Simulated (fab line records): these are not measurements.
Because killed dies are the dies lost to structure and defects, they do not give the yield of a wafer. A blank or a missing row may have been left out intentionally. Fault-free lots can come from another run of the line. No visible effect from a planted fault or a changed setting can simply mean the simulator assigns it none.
fab line records -- flow sfq-line -- part 2 of 2: steps 26 to 33 of 33
[record] lots = 5, wafers = 15, last-day = 80
route steps=325 shown L0@10 L0V@16 M0@28 I0@43
lots untouched by any fault: they come from a run of this same line in which no faults occurred
start-h: the number of hours between the record's first day and the start of the first shown wafer of the lot -- wait-h: hours elapsed since this lot's preceding step -- " the same as in the row above -- L1.1+2: one row covering several wafers at once -- - no value present, or no start provided -- * or withheld: withheld -- < > ~ a bound
route shown NAME@n: a module of which the file shows steps, and the number in the route of the first -- usual: mean/standard deviation taken from wafers without a fault -- same: alike in all rows -- chamber/n: place in a boat -- sites: each site's reading -- _std_site: the standard deviation of these -- _edge_site: inner sites' mean taken away from outer sites' mean -- radius-mm: how far each site lies from the wafer's centre -- mask NAME#n: copy n -- behind: tool/chamber where the wafer was last shaped -- hold: why the lot was held/for how many hours/how that ended -- device: which transistor (n, p or np) failed to switch -- end of line: at the end of the route, the tests of the same wafers -- where a step has no rows: the recipe by itself -- killed: dies lost to structure and defects at the first sort, not the wafer's yield -- map: a wafer's dies, marking killed ones x, the rest . and places with no die _
set.NAME: the run value of the setting; set.NAME@STEP: its run value at that earlier step -- model.NAME: the simulator's own value behind a step, which no gauge read
a table for each step, a row for each wafer; lots at some steps of the route
services: from which hour (start-h, from the record's first day; less than 0 if before it) a tool's chamber was out of use, for how many hours, and why
[[steps]]
[step SFQ_TRILAYER_M0_LITHO_PEB_024]
[recipe] peb-temp-c = 115, peb-time-s = 60, resist = KrF
[usual] heater-power-total-W = 79.15/0.069
[same] peb-time-s = 60
lot.wafer,tool,chamber,start-h,wait-h,heater-power-total-W
L081.2,litho-track-01,0,296.35,0.8,78.96
L081.4,litho-track-01,0,296.35,0.8,79.14
L081.5,litho-track-01,0,296.35,0.8,79.15
L087.2,litho-track-04,0,304.75,0.8,79.14
L087.5,litho-track-04,0,304.75,0.8,79.23
L087.6,litho-track-04,0,304.75,0.8,79.19
L088.3,litho-track-01,0,306.05,0.7,79.19
L088.4,litho-track-01,0,306.05,0.7,79.18
L088.5,litho-track-01,0,306.05,0.7,79.17
L092.2,litho-track-01,0,310.96,1.0,79.19
L092.4,litho-track-01,0,310.96,1.0,79.14
L092.6,litho-track-01,0,310.96,1.0,79.16
L093.1,litho-track-03,0,311.92,1.0,79.17
L093.4,litho-track-03,0,311.92,1.0,79.19
L093.6,litho-track-03,0,311.92,1.0,79.11
[step SFQ_TRILAYER_M0_LITHO_DEVELOP_023]
[recipe] time-s = 60, resist = KrF
[same] time-s = 60
lot.wafer,tool,chamber,start-h,wait-h
L081.2+4+5,litho-track-01,0,296.50,0.1
L087.2+5+6,litho-track-04,0,304.90,0.1
L088.3+4+5,litho-track-01,0,306.20,0.1
L092.2+4+6,litho-track-01,0,311.11,0.1
L093.1+4+6,litho-track-03,0,312.07,0.1
[step SFQ_M0_OVL_MEAS_906]
[usual] M0_OVL = 0/5.5
lot.wafer,tool,chamber,start-h,wait-h,M0_OVL[nm]
L081.2,overlay-01,-,296.63,0.1,-2
L081.4,overlay-01,-,296.63,0.1,1
L081.5,overlay-01,-,296.63,0.1,2
L087.2,overlay-02,-,305.03,0.1,-3
L087.5,overlay-02,-,305.03,0.1,-10
L087.6,overlay-02,-,305.03,0.1,1
L088.3,overlay-02,-,306.31,0.1,-4
L088.4,overlay-02,-,306.31,0.1,2
L088.5,overlay-02,-,306.31,0.1,-2
L092.2,overlay-01,-,311.24,0.1,-5
L092.4,overlay-01,-,311.24,0.1,-1
L092.6,overlay-01,-,311.24,0.1,-6
L093.1,overlay-01,-,312.22,0.1,-8
L093.4,overlay-01,-,312.22,0.1,-3
L093.6,overlay-01,-,312.22,0.1,-6
[step SFQ_TRILAYER_M0_BARC_OPEN_METAL_ETCH_031]
[recipe] mask-material = PR, chemistry = O2, target-depth-nm = 125, target = BARC, icp-w = 600, bias-w = 80, pressure-mtorr = 10, time-s = 41.7
[usual] bias-w = 80.01/0.24, drypump-motor-current-A = 5.9/0.31, he-backside-leak-sccm = 3.4/0.36, oes-product-au = 0.685/0.0043
[same] time-s = 41.7
lot.wafer,tool,chamber,start-h,wait-h,bias-w,drypump-motor-current-A,he-backside-leak-sccm,oes-product-au,rf-hours-counter-h
L081.2,rie-metal-04,0,296.66,0.0,80.21,6.3,3.4,0.685,114
L081.4,rie-metal-04,1,296.66,0.0,80.32,5.7,3.2,0.682,-
L081.5,rie-metal-04,0,296.66,0.0,79.98,6.3,3.0,0.689,-
L087.2,rie-metal-01,0,305.07,0.0,79.76,5.8,3.5,0.687,56
L087.5,rie-metal-01,1,305.07,0.0,79.77,5.7,3.2,0.682,-
L087.6,rie-metal-01,0,305.07,0.0,79.75,5.8,3.2,0.679,-
L088.3,rie-metal-03,0,306.37,0.1,80.29,5.5,3.2,0.683,-
L088.4,rie-metal-03,0,306.37,0.1,80.03,5.5,3.3,0.678,-
L088.5,rie-metal-03,0,306.37,0.1,80.53,5.5,3.3,0.688,-
L092.2,rie-metal-01,0,311.27,0.0,79.86,5.7,3.6,0.682,57
L092.4,rie-metal-01,0,311.27,0.0,79.67,5.8,3.4,0.680,-
L092.6,rie-metal-01,0,311.27,0.0,79.41,5.8,3.6,0.687,-
L093.1,rie-metal-04,0,312.26,0.0,80.27,6.3,3.6,0.691,117
L093.4,rie-metal-04,0,312.26,0.0,80.02,6.3,3.5,0.687,-
L093.6,rie-metal-04,1,312.26,0.0,80.20,5.7,3.6,0.678,-
[step SFQ_TRILAYER_M0_ETCH_METAL_ETCH_024]
[recipe] target = Nb, stop-on = SiO2, mask-material = PR, chemistry = Cl2/Ar, target-depth-nm = 240, icp-w = 600, bias-w = 80, pressure-mtorr = 10, time-s = 120
[usual] bias-w = 80.02/0.23, drypump-motor-current-A = 5.9/0.31, he-backside-leak-sccm = 3.4/0.31, oes-product-au = 0.898/0.0077
[same] time-s = 120
lot.wafer,tool,chamber,start-h,wait-h,bias-w,drypump-motor-current-A,he-backside-leak-sccm,oes-product-au,rf-hours-counter-h
L081.2,rie-metal-04,0,296.72,0.0,79.47,6.3,3.4,0.885,114
L081.4,rie-metal-04,1,296.72,0.0,79.81,5.7,3.3,0.900,-
L081.5,rie-metal-04,0,296.72,0.0,79.63,6.3,3.6,0.889,-
L087.2,rie-metal-01,0,305.13,0.0,80.05,5.8,3.5,0.913,56
L087.5,rie-metal-01,1,305.13,0.0,80.06,5.8,3.1,0.897,-
L087.6,rie-metal-01,0,305.13,0.0,79.91,5.8,3.6,0.899,-
L088.3,rie-metal-03,0,306.53,0.1,80.37,5.6,3.3,0.899,-
L088.4,rie-metal-03,0,306.53,0.1,79.85,5.6,3.4,0.904,-
L088.5,rie-metal-03,0,306.53,0.1,80.10,5.6,3.3,0.908,-
L092.2,rie-metal-01,0,311.33,0.0,80.20,5.8,3.8,0.903,58
L092.4,rie-metal-01,0,311.33,0.0,80.24,5.8,3.3,0.894,-
L092.6,rie-metal-01,0,311.33,0.0,80.05,5.8,3.8,0.895,-
L093.1,rie-metal-04,0,312.32,0.0,79.93,6.3,3.4,0.903,118
L093.4,rie-metal-04,0,312.32,0.0,80.25,6.3,3.4,0.900,-
L093.6,rie-metal-04,1,312.32,0.0,79.80,5.7,3.4,0.905,-
[step SFQ_TRILAYER_M0_STRIP_STRIP_025]
[recipe] gas = O2, power-w = 200, platen-temp-c = 40, overash-fraction = 0.65, chemistry = O2, pressure-mtorr = 50
[usual] drypump-motor-current-A = 5.9/0.31, he-backside-leak-sccm = 3.4/0.34, oes-product-au = 1.006/0.008
lot.wafer,tool,chamber,start-h,wait-h,drypump-motor-current-A,he-backside-leak-sccm,oes-product-au,rf-hours-counter-h
L081.2,rie-metal-04,0,296.84,0.1,6.3,3.0,1.015,114
L081.4,rie-metal-04,1,296.84,0.1,5.7,3.3,1.006,-
L081.5,rie-metal-04,0,296.84,0.1,6.3,2.9,1.010,-
L087.2,rie-metal-01,0,305.26,0.1,5.8,3.3,0.996,57
L087.5,rie-metal-01,1,305.26,0.1,5.7,3.5,1.005,-
L087.6,rie-metal-01,0,305.26,0.1,5.8,3.7,0.989,-
L088.3,rie-metal-03,0,307.10,0.5,5.5,3.4,1.009,-
L088.4,rie-metal-03,0,307.10,0.5,5.6,3.5,1.010,-
L088.5,rie-metal-03,0,307.10,0.5,5.5,3.4,1.010,-
L092.2,rie-metal-01,0,311.46,0.1,5.8,3.4,0.988,58
L092.4,rie-metal-01,0,311.46,0.1,5.8,3.4,0.990,-
L092.6,rie-metal-01,0,311.46,0.1,5.8,3.4,0.996,-
L093.1,rie-metal-04,0,312.44,0.1,6.3,3.6,0.996,118
L093.4,rie-metal-04,0,312.44,0.1,6.3,3.4,0.995,-
L093.6,rie-metal-04,1,312.44,0.1,5.7,3.3,0.998,-
[step SFQ_TRILAYER_M0_STRIP_SOLV_CLEAN_026]
[recipe] chemistry = NMP, temp-c = 70, time-s = 600
[same] time-s = 600
lot.wafer,tool,chamber,start-h,wait-h
L081.2+4+5,wet-bench-02,"3,5,2",297.44,0.4
L087.2+5+6,wet-bench-02,"1,3,7",305.86,0.4
L088.3+4+5,wet-bench-01,"5,0,7",307.90,0.6
L092.2+4+6,wet-bench-01,"2,6,7",312.06,0.4
L093.1+4+6,wet-bench-04,"2,6,1",313.04,0.4
[step SFQ_TRILAYER_I0_DEP_PECVD_027]
[recipe] material = SiO2, temp-c = 150, time-s = 111.11, pressure-torr = 2.4, rf-w = 183.3, precursor = SiH4/N2O, target-thk-nm = 500
[usual] heater-power-w = 80/9.2, throttle-valve-pct = 24.3/1.4
[same] time-s = 111.11
lot.wafer,tool,chamber,start-h,wait-h,heater-power-w,throttle-valve-pct
L081.2,pecvd-01,0,297.62,0.0,83,23.3
L081.4,pecvd-01,1,297.62,0.0,88,22.4
L081.5,pecvd-01,0,297.62,0.0,66,23.2
L087.2,pecvd-02,0,306.03,0.0,84,25.8
L087.5,pecvd-02,0,306.03,0.0,87,26.1
L087.6,pecvd-02,2,306.03,0.0,59,24.6
L088.3,pecvd-01,1,308.08,0.0,90,22.2
L088.4,pecvd-01,1,308.08,0.0,91,22.1
L088.5,pecvd-01,2,308.08,0.0,81,23.6
L092.2,pecvd-04,2,312.25,0.0,91,22.9
L092.4,pecvd-04,1,312.25,0.0,73,24.2
L092.6,pecvd-04,2,312.25,0.0,76,22.9
L093.1,pecvd-02,0,313.22,0.0,72,25.8
L093.4,pecvd-02,1,313.22,0.0,79,26.9
L093.6,pecvd-02,0,313.22,0.0,78,25.8
[[services]]
tool,chamber,start-h,hours,kind
krf-scanner-02,-,95.12,3.0,repair
pvd-sputter-06,-,104.58,1.2,repair
rie-diel-02,2,119.52,3.2,repair
rie-diel-02,3,120.31,27.6,repair
rie-diel-01,2,123.19,7.2,repair
rie-diel-04,3,123.48,5.8,repair
pecvd-01,-,129.07,0.9,repair
krf-scanner-01,-,140.80,4.4,pm
pecvd-01,-,167.55,0.7,repair
krf-scanner-01,-,167.97,1.3,pm
krf-scanner-01,-,170.65,1.6,repair
pvd-sputter-03,-,189.83,4.6,repair
pecvd-01,-,194.25,14.0,pm
krf-scanner-01,-,227.43,1.0,pm
krf-scanner-01,-,232.61,0.8,pm
rie-diel-04,0,238.69,5.1,repair
pecvd-04,-,243.69,1.3,repair
krf-scanner-01,-,243.80,1.1,repair
rie-metal-04,1,246.56,21.5,repair
rie-diel-01,0,264.88,2.8,repair
rie-metal-03,1,270.88,12.7,repair
pvd-sputter-03,-,287.11,3.2,repair
rie-diel-04,3,293.92,6.5,repair
rie-diel-01,-,298.85,1.2,repair
